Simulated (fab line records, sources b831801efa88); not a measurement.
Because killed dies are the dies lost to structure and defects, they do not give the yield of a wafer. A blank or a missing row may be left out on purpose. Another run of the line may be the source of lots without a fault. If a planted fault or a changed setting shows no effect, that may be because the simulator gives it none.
Chamber matching | flow sky130 | 4 sister chambers for SKY_FIELD_ISO_ETCH_14 on rieDiel-01
The step etches BARC in N2/H2, stops on SiO2, time 45.9 s, target depth 60 nm. 8 wafers are shown with their chamber, then 8 later ones without.

## WAFERS WITH THEIR CHAMBER
wafer  | chamber | n2FlowSccm (sccm) | oesProductAu (a.u.)
L722.6 | 0       | 100.44            | 0.859
L728.4 | 0       | 100.37            | 0.864
L728.5 | 2       | 100.21            | 0.862
L729.4 | 3       | 100.10            | 0.856
L731.1 | 3       | 100.09            | 0.859
L731.4 | 1       | 99.50             | 0.858
L731.5 | 1       | 99.78             | 0.859
L732.2 | 2       | 100.20            | 0.850

## WAFERS MISSING THEIR CHAMBER
wafer  | n2FlowSccm (sccm) | oesProductAu (a.u.)
L732.5 | 99.75             | 0.859
L732.6 | 100.09            | 0.856
L738.2 | 100.02            | 0.846
L738.3 | 99.67             | 0.856
L738.5 | 100.03            | 0.856
L739.1 | 100.22            | 0.852
L739.2 | 99.78             | 0.855
L739.4 | 100.08            | 0.846

## WHICH CHAMBER EACH WENT THROUGH
wafer  | from the rows above          | in truth
L732.5 | 1                            | 1
L732.6 | can't be placed: 3 or 2      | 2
L738.2 | can't be placed: 3 or 2      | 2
L738.3 | 1                            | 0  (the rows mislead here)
L738.5 | can't be placed: 3 or 2      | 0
L739.1 | can't be placed: 2 or 3 or 0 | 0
L739.2 | can't be placed: 1 or 3      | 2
L739.4 | can't be placed: 3 or 2      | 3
Correctly placed: 1 of 8. Unplaceable from these rows: 6, with the true chamber sitting among the candidates in 4. Wrongly placed: 1.
How it was worked out, from the rows above alone: a wafer's distance from a chamber is the root of the sum, over the readings, of the square of ((its reading less the chamber's mean) divided by the reading's scatter). The wafer belongs to the nearest chamber; if the next one is less than 2 further off, it can't be placed. Each chamber's mean is taken over the wafers shown for it. The scatter: take each reading less its chamber's mean, square it, sum over the shown wafers, divide by the number of wafers less the number of chambers, and take the root.
